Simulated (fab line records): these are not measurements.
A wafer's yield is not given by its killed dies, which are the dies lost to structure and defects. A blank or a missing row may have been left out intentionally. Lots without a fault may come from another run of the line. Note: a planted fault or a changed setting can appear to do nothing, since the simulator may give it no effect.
fab line records	flow sky130
record: lots: 11	wafers: 31	last-day: 50
route steps=708 shown LDD_LDN@296 RES_XHIGH@340 LOCAL_INTERCONNECT@392 METAL3@564 PAD_OPEN@708
lots with no fault: from the same line, run without faults
start-h: hours from the record's opening day to when the first of the lot's shown wafers began	wait-h: hours from the lot's prior step to this one	" same as the row above	L1.1+2: a single row standing in for several wafers	- no value, or no start was given	* or withheld: withheld	< > ~ a bound
route shown NAME@n: a module of which the file shows steps, and the number in the route of the first	usual: mean and standard deviation over wafers with no fault	same: alike in all rows	chamber/n: place in a boat	sites: each site's reading	_std_site: standard deviation of those values	_edge_site: the outer-site mean with the inner-site mean subtracted	radius-mm: for every site, how far away it sits from the centre of the wafer	mask NAME#n: copy n	behind: tool/chamber where the wafer was last shaped	hold: why the lot was held/for how many hours/how that ended	device: transistor that didn't switch, given as n, p or np	end of line: the route-end tests of the same wafers	a step without rows: its recipe alone	killed: at the first sort, the dies lost to defects and structure; wafer yield is something else	map: shows each die of a wafer: x if killed, . if not, _ if none is there
set.NAME: the setting that was run; set.NAME@STEP: the one run at that earlier step	model.NAME: the simulator's own value behind a step, which no gauge read
one table for each step of the route and one row for each wafer, over a sample of lots
services: from which hour (start-h, from the record's first day; less than 0 if before it) a tool's chamber was out of use, for how many hours, and why
== steps ==
step: SKY_LDD_LDN_OVL_MEAS_07
usual: LDD_LDN_OVL: 0.5/1.5
lot.wafer	tool	chamber	start-h	wait-h	LDD_LDN_OVL[nm]
L640.1	overlay-01	-	535.92	0.1	0.5
L640.3	"	-	"	"	0.2
L640.4	"	-	"	"	0.2
L641.3	overlay-01	-	542.92	0.1	1.0
L641.4	"	-	"	"	-0.3
L641.5	"	-	"	"	-0.1
L642.4	overlay-02	-	547.82	0.1	0.3
L642.5	"	-	"	"	3.3
L642.6	"	-	"	"	0.4
L645.2	overlay-02	-	597.81	0.1	0.7
L645.5	"	-	"	"	-0.7
L645.6	"	-	"	"	0.5
L650.2	overlay-02	-	630.43	0.1	0.9
L650.5	"	-	"	"	-1.1
L651.1	overlay-02	-	635.45	0.1	-0.8
L651.6	"	-	"	"	-0.5
L654.3	overlay-02	-	672.71	0.1	1.0
L654.5	"	-	"	"	2.4
L654.6	"	-	"	"	0.6
L658.2	overlay-01	-	683.73	0.1	1.8
L658.4	"	-	"	"	1.1
L658.6	"	-	"	"	2.9
L660.2	overlay-02	-	694.66	0.1	-0.6
L660.4	"	-	"	"	-2.3
L660.6	"	-	"	"	-2.0
L661.1	overlay-01	-	712.42	0.1	-0.3
L661.3	"	-	"	"	0.8
L661.4	"	-	"	"	1.4
L662.1	overlay-02	-	715.06	0.1	3.1
L662.3	"	-	"	"	1.8
L662.5	"	-	"	"	0.5
step: SKY_RES_XHIGH_STRIP_08
recipe: chemistry: O2/N2	power-w: 1400	pressure-mtorr: 1500	platen-temp-c: withheld	o2-flow-sccm: 3000	n2-flow-sccm: 300	overash-fraction: 0.5
usual: drypump-motor-current-A: 5.5/0.47	oes-product-au: 0.711/0.0042	strip-time-to-endpoint-s: 14.24/0.056
lot.wafer	tool	chamber	start-h	wait-h	drypump-motor-current-A	oes-product-au	rf-hours-counter-h	strip-time-to-endpoint-s
L640.1	plasma-asher-01	0	630.35	0.1	5.2	0.709	21	14.28
L640.3	"	0	"	"	5.2	0.716	-	14.30
L640.4	"	1	"	"	5.4	0.712	-	14.30
L641.3	plasma-asher-02	0	633.18	0.1	4.9	0.713	-	14.30
L641.4	"	1	"	"	5.6	0.710	-	14.25
L641.5	"	1	"	"	5.6	0.710	-	14.30
L642.4	plasma-asher-01	1	638.27	0.1	5.4	0.712	-	14.34
L642.5	"	1	"	"	5.5	0.712	-	14.32
L642.6	"	0	"	"	5.2	0.711	-	14.32
L645.2	plasma-asher-01	0	684.20	0.1	5.2	0.705	26	14.29
L645.5	"	1	"	"	5.4	0.711	-	14.22
L645.6	"	0	"	"	5.2	0.714	-	14.25
L650.2	plasma-asher-03	0	719.11	0.1	6.4	0.708	104	14.28
L650.5	"	0	"	"	6.4	0.709	-	14.25
L651.1	plasma-asher-03	0	722.16	0.1	6.4	0.706	104	14.19
L651.6	"	0	"	"	6.4	0.717	-	14.14
L654.3	plasma-asher-02	0	758.34	0.1	4.9	0.712	-	14.21
L654.5	"	0	"	"	4.9	0.702	-	14.18
L654.6	"	1	"	"	5.6	0.704	-	14.19
L658.2	plasma-asher-01	0	768.76	0.1	5.2	0.710	35	14.14
L658.4	"	0	"	"	5.2	0.710	-	14.19
L658.6	"	0	"	"	5.2	0.712	-	14.22
L660.2	plasma-asher-03	0	779.66	0.1	6.4	0.713	3	14.21
L660.4	"	1	"	"	5.4	0.718	-	14.21
L660.6	"	1	"	"	5.4	0.701	-	14.21
L661.1	plasma-asher-03	1	796.36	0.1	5.4	0.708	5	14.34
L661.3	"	0	"	"	6.4	0.709	-	14.38
L661.4	"	1	"	"	5.4	0.713	-	14.36
L662.1	plasma-asher-03	1	797.76	0.1	5.4	0.709	5	14.23
L662.3	"	1	"	"	5.4	0.715	-	14.21
L662.5	"	1	"	"	5.4	0.711	-	14.26
step: SKY_LOCAL_INTERCONNECT_COAT_05
recipe: resist: BARC	temp-c: withheld	time-s: withheld	spin-rpm: 3000	resist-thk-nm: 60
usual: exhaust-pa: 45.0/0.83
lot.wafer	tool	chamber	start-h	wait-h	exhaust-pa
L640.1	litho-track-04	0	702.70	0.1	44.3
L640.3	"	0	"	"	44.5
L640.4	"	0	"	"	44.6
L641.3	litho-track-02	0	706.55	0.1	45.6
L641.4	"	0	"	"	45.3
L641.5	"	0	"	"	44.0
L642.4	litho-track-02	0	710.32	0.1	45.7
L642.5	"	0	"	"	45.0
L642.6	"	0	"	"	44.0
L645.2	litho-track-02	0	756.87	0.1	45.1
L645.5	"	0	"	"	45.6
L645.6	"	0	"	"	46.3
L650.2	litho-track-02	0	789.02	0.1	45.5
L650.5	"	0	"	"	45.6
L651.1	litho-track-02	0	792.25	0.1	45.9
L651.6	"	0	"	"	44.9
L654.3	litho-track-03	0	827.12	0.1	44.2
L654.5	"	0	"	"	45.0
L654.6	"	0	"	"	45.4
L658.2	litho-track-03	0	837.55	0.1	44.4
L658.4	"	0	"	"	45.4
L658.6	"	0	"	"	45.5
L660.2	litho-track-04	0	848.28	0.1	45.6
L660.4	"	0	"	"	43.8
L660.6	"	0	"	"	44.1
L661.1	litho-track-03	0	865.77	0.1	44.2
L661.3	"	0	"	"	44.1
L661.4	"	0	"	"	43.3
L662.1	litho-track-02	0	867.90	0.1	45.3
L662.3	"	0	"	"	44.1
L662.5	"	0	"	"	44.3
step: SKY_LOCAL_INTERCONNECT_ETCH_13
recipe: chemistry: N2/H2	target: BARC	ion-energy-ev: 200	bias-w: 100	pressure-mtorr: 30	n2-flow-sccm: 100	h2-flow-sccm: 200	icp-w: 500	stop-on: SiO2	time-s: 45.9	target-depth-a: 600
usual: drypump-motor-current-A: 6.3/0.39	oes-product-au: 0.855/0.0047	throttle-valve-pct: 13.226/0.0093
lot.wafer	tool	chamber	start-h	wait-h	drypump-motor-current-A	oes-product-au	rf-hours-counter-h	throttle-valve-pct
L640.1	rie-metal-02	1	716.96	0.0	6.6	0.847	14	13.216
L640.3	"	0	"	"	6.3	0.852	-	13.210
L640.4	"	1	"	"	6.6	0.865	-	13.219
L641.3	rie-metal-01	0	721.25	0.0	6.3	0.857	-	13.209
L641.4	"	1	"	"	5.9	0.851	-	13.234
L641.5	"	1	"	"	6.0	0.852	-	13.217
L642.4	rie-metal-02	0	725.16	0.0	6.2	0.850	-	13.235
L642.5	"	1	"	"	6.6	0.860	-	13.218
L642.6	"	0	"	"	6.2	0.859	-	13.242
L645.2	rie-metal-03	0	770.56	0.0	5.7	0.843	1	13.216
L645.5	"	1	"	"	6.8	0.983	-	13.249
L645.6	"	0	"	"	5.7	0.845	-	13.230
L650.2	rie-metal-03	1	801.66	0.0	6.8	0.857	4	13.230
L650.5	"	0	"	"	5.7	0.974	-	13.229
L651.1	rie-metal-02	1	805.73	0.0	6.6	0.976	16	13.239
L651.6	"	0	"	"	6.3	0.853	-	13.224
L654.3	rie-metal-02	0	841.28	0.0	6.3	0.861	-	13.210
L654.5	"	1	"	"	6.6	0.854	-	13.233
L654.6	"	0	"	"	6.3	0.864	-	13.223
L658.2	rie-metal-03	0	851.06	0.0	5.7	0.856	4	13.215
L658.4	"	0	"	"	5.7	0.849	-	13.221
L658.6	"	0	"	"	5.7	0.855	-	13.239
L660.2	rie-metal-02	1	862.23	0.0	6.6	0.859	1	13.228
L660.4	"	0	"	"	6.3	0.854	-	13.222
L660.6	"	1	"	"	6.6	0.856	-	13.231
L661.1	rie-metal-01	1	879.36	0.0	5.9	0.852	5	13.222
L661.3	"	1	"	"	5.9	0.849	-	13.218
L661.4	"	0	"	"	6.2	0.851	-	13.234
L662.1	rie-metal-02	0	881.21	0.0	6.2	0.847	1	13.236
L662.3	"	0	"	"	6.2	0.852	-	13.245
L662.5	"	0	"	"	6.2	0.858	-	13.219
step: SKY_LOCAL_INTERCONNECT_STRIP_15
recipe: chemistry: O2/N2	power-w: 1400	pressure-mtorr: 1500	platen-temp-c: withheld	o2-flow-sccm: 3000	n2-flow-sccm: 300	overash-fraction: 0.5
usual: drypump-motor-current-A: 5.4/0.34	oes-product-au: 0.427/0.0043	strip-time-to-endpoint-s: 4.724/0.02
lot.wafer	tool	chamber	start-h	wait-h	drypump-motor-current-A	oes-product-au	rf-hours-counter-h	strip-time-to-endpoint-s
L640.1	plasma-asher-01	1	717.08	0.0	5.4	0.431	29	4.775
L640.3	"	0	"	"	5.2	0.431	-	4.754
L640.4	"	1	"	"	5.4	0.433	-	4.771
L641.3	plasma-asher-04	0	721.38	0.1	5.6	0.432	-	4.676
L641.4	"	1	"	"	5.9	0.424	-	4.681
L641.5	"	0	"	"	5.6	0.424	-	4.702
L642.4	plasma-asher-04	1	725.28	0.1	5.8	0.427	-	4.724
L642.5	"	1	"	"	5.8	0.426	-	4.742
L642.6	"	0	"	"	5.6	0.424	-	4.719
L645.2	plasma-asher-02	1	770.67	0.0	5.6	0.432	96	4.726
L645.5	"	1	"	"	5.6	0.430	-	4.926
L645.6	"	0	"	"	4.9	0.433	-	4.753
L650.2	plasma-asher-02	1	801.78	0.0	5.6	0.429	99	4.733
L650.5	"	1	"	"	5.6	0.435	-	4.925
L651.1	plasma-asher-02	1	805.84	0.0	5.6	0.438	99	4.966
L651.6	"	1	"	"	5.6	0.433	-	4.714
L654.3	plasma-asher-02	0	841.41	0.1	4.9	0.424	-	4.707
L654.5	"	1	"	"	5.6	0.427	-	4.737
L654.6	"	0	"	"	4.9	0.428	-	4.733
L658.2	plasma-asher-02	0	851.17	0.0	4.9	0.431	104	4.735
L658.4	"	1	"	"	5.6	0.433	-	4.726
L658.6	"	0	"	"	4.9	0.432	-	4.723
L660.2	plasma-asher-04	1	862.34	0.0	5.8	0.429	73	4.718
L660.4	"	0	"	"	5.7	0.430	-	4.709
L660.6	"	0	"	"	5.6	0.430	-	4.702
L661.1	plasma-asher-01	0	879.48	0.0	5.2	0.425	44	4.708
L661.3	"	0	"	"	5.2	0.430	-	4.717
L661.4	"	1	"	"	5.5	0.420	-	4.696
L662.1	plasma-asher-02	0	881.33	0.0	4.9	0.420	107	4.700
L662.3	"	0	"	"	4.9	0.423	-	4.695
L662.5	"	0	"	"	4.9	0.425	-	4.676
step: SKY_METAL3_OVL_MEAS_14
usual: METAL3_OVL: -3/4.6
lot.wafer	tool	chamber	start-h	wait-h	METAL3_OVL[nm]
L640.1	overlay-01	-	911.58	0.1	-7
L640.3	"	-	"	"	-2
L640.4	"	-	"	"	-10
L641.3	overlay-01	-	916.19	0.1	1
L641.4	"	-	"	"	-6
L641.5	"	-	"	"	-10
L642.4	overlay-01	-	918.44	0.1	-5
L642.5	"	-	"	"	0
L642.6	"	-	"	"	-4
L645.2	overlay-02	-	960.54	0.1	-6
L645.5	"	-	"	"	-6
L645.6	"	-	"	"	-5
L650.2	overlay-01	-	990.60	0.1	2
L650.5	"	-	"	"	-1
L651.1	overlay-02	-	991.98	0.1	-4
L651.6	"	-	"	"	-5
L654.3	overlay-02	-	1022.64	0.1	-1
L654.5	"	-	"	"	-3
L654.6	"	-	"	"	3
L658.2	overlay-02	-	1032.69	0.1	-11
L658.4	"	-	"	"	0
L658.6	"	-	"	"	-1
L660.2	overlay-01	-	1039.85	0.1	3
L660.4	"	-	"	"	7
L660.6	"	-	"	"	2
L661.1	overlay-02	-	1056.63	0.1	7
L661.3	"	-	"	"	2
L661.4	"	-	"	"	0
L662.1	overlay-01	-	1060.13	0.1	-9
L662.3	"	-	"	"	-12
L662.5	"	-	"	"	-6
step: SKY_PAD_OPEN_PROBE_99
usual: killed_at_M0_to_M3: 42/7.1	killed_at_M4_up: 3.3/1.9	killed-at-contacts: 24/5	killed-at-front-end: 15/4.7	killed-at-other: 0.3/0.61	killed-dies: 86/9.6	killed-open: 47/7.5	killed-short: 38/6.6
same: gross-dies: 492	killed-at-back-side: 0
lot.wafer	tool	chamber	start-h	wait-h	killed_at_M0_to_M3	killed_at_M4_up	killed-at-contacts	killed-at-front-end	killed-at-other	killed-dies	killed-open	killed-short
L650.5	prober-01	-	1149.29	0.2	39	3	25	11	0	78	33	44
L651.1	prober-02	-	1151.02	0.1	44	5	33	13	0	95	43	46
killed by level:class
L650.5 CONTACT:geometric-particle:open=11 METAL1:geometric-particle:short=9 POLY_GATE:geometric-particle:short=6 VIA1:geometric-particle:short=6 VIA1:geometric-particle:open=5 VIA3:geometric-particle:open=4 METAL2:geometric-particle:short=4 VIA2:geometric-particle:open=4
L651.1 CONTACT:geometric-particle:open=11 VIA1:geometric-particle:open=11 LI_CONTACT:geometric-particle:open=7 FIELD_ISO:geometric-particle:short=6 METAL2:geometric-particle:short=6 VIA3:geometric-particle:open=6 LOCAL_INTERCONNECT:area-etch=6 LOCAL_INTERCONNECT:geometric-particle:short=5
== services ==
tool	chamber	start-h	hours	kind
rie-metal-03	-	616.93	2.8	pm
plasma-asher-02	-	641.60	1.3	repair
rie-metal-03	1	683.77	-	clean
rie-metal-03	1	683.77	14.2	scheduled-down
rie-metal-03	1	683.77	14.2	vent-cycle
plasma-asher-04	-	703.16	6.9	pm
rie-metal-03	0	718.69	-	clean
rie-metal-03	0	718.69	20.7	scheduled-down
rie-metal-03	0	718.69	20.7	vent-cycle
plasma-asher-03	-	733.75	9.0	pm
plasma-asher-03	0	733.75	9.0	vent-cycle
plasma-asher-03	1	733.75	9.0	vent-cycle
plasma-asher-03	0	742.75	-	clean
plasma-asher-03	1	742.75	-	clean
rie-metal-02	-	760.02	14.6	pm
plasma-asher-01	-	795.86	19.7	repair
plasma-asher-03	-	807.92	1.5	repair
rie-metal-02	1	821.09	-	clean
rie-metal-02	1	821.09	19.7	scheduled-down
rie-metal-02	1	821.09	19.7	vent-cycle
rie-metal-02	0	844.87	-	clean
rie-metal-02	0	844.87	12.8	scheduled-down
rie-metal-02	0	844.87	12.8	vent-cycle
plasma-asher-03	-	849.57	1.6	repair
== key ==
first-sign: step: SKY_LOCAL_INTERCONNECT_ETCH_13	reading: oes-product-au	direction: up	sigmas: 26	usual: 0.855	struck: 0.978
effect: step: SKY_LOCAL_INTERCONNECT_STRIP_15	reading: strip-time-to-endpoint-s	direction: up	sigmas: 11	usual: *	struck: *
met-at SKY_LOCAL_INTERCONNECT_COAT_05
struck-lots L645,L650,L651
struck-wafers L645.5,L650.5,L651.1
tester-left-out L645,L650,L651
not-acting-at SKY_LDD_LDN_OVL_MEAS_07,SKY_RES_XHIGH_STRIP_08,SKY_METAL3_OVL_MEAS_14
onset-between 710.32 756.87
fault: kind: process-parameter-drift	tool: litho-track-02	chamber: -	onset-h: 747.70	steps: SKY_LOCAL_INTERCONNECT_COAT_05	channel: resist-thk-nm	offset: 16.527	shape: step	end-h: 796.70	scope: struck-wafers-only	acts-in: these-recipes-only	stated: 60
tester-left-out: of these lots the tester's yield and bins aren't shown, on N5 and GAA mostly nor the transistor test; their killed dies are dies lost to structure and defects alone, not to doping, threshold or leakage, so they don't give the yield
